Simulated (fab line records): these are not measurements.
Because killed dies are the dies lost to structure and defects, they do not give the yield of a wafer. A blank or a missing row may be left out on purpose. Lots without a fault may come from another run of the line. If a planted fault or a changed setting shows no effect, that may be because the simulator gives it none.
Which tool was responsible? | flow gf180mcu | 21 wafers from 7 lots sampled at 3 of the route's 602 steps

== WHAT THE GAUGES SHOWED, per wafer ==
GF_TOP_METAL_THK_MEAS_06: measures by xrf.
lot  | measured     | on            | TOP_METAL_ALCU_THK (nm)
L101 | day 27 14:25 | film metro-02 | 917 920 923
L105 | day 28 22:14 | film metro-02 | 930 931 941
L108 | day 29 19:13 | film metro-04 | 928 933 921
L110 | day 30 11:20 | film metro-04 | 933 944 929
L113 | day 31 05:01 | film metro-04 | 925 948 942
L120 | day 32 19:59 | film metro-04 | 942 930 936
L123 | day 33 16:38 | film metro-03 | 938 919 918

== EACH LOT AND THE TOOL THAT RAN IT (in order: tool; ch and the chambers of the sampled wafers; start) ==
lot  | GF_V5_SPUTTER_22             | GF_TOP_METAL_SPUTTER_04
L101 | pvd sputter-02, day 27 13:25 | pvd sputter-04, day 27 14:14
L105 | pvd sputter-03, day 28 21:15 | pvd sputter-01, day 28 22:05
L108 | pvd sputter-02, day 29 18:14 | pvd sputter-02, day 29 19:04
L110 | pvd sputter-03, day 30 10:22 | pvd sputter-01, day 30 11:12
L113 | pvd sputter-03, day 31 04:02 | pvd sputter-04, day 31 04:52
L120 | pvd sputter-02, day 32 18:56 | pvd sputter-02, day 32 19:50
L123 | pvd sputter-03, day 33 14:17 | pvd sputter-04, day 33 16:29
- GF_V5_SPUTTER_22: material TiN, target thk 10 nm, time 40 s.
- GF_TOP_METAL_SPUTTER_04: material TiN, target thk 25 nm, time 20.8 s.

== THE ANSWER, worked out from the rows above alone ==
Rule: usual is defined by the lots themselves. Put in order of their means at a reading, lots are off if they are a third of the lots or fewer, leave a main group of 4 or more, and stand apart from it by a gap of 3 or more times the standard deviation of the main group's means; of several such gaps the widest counts. A main group whose means are all the same, to the digits that the tables above print for the reading, isn't used. A lot without any number at a reading at which 4 lots or more have one is off too. Where the step has rows for the other lots, those lots are counted as sound.
No lot is off at any reading shown: from this, nothing can be told.

== WHAT THE SIMULATOR HAD INSERTED ==
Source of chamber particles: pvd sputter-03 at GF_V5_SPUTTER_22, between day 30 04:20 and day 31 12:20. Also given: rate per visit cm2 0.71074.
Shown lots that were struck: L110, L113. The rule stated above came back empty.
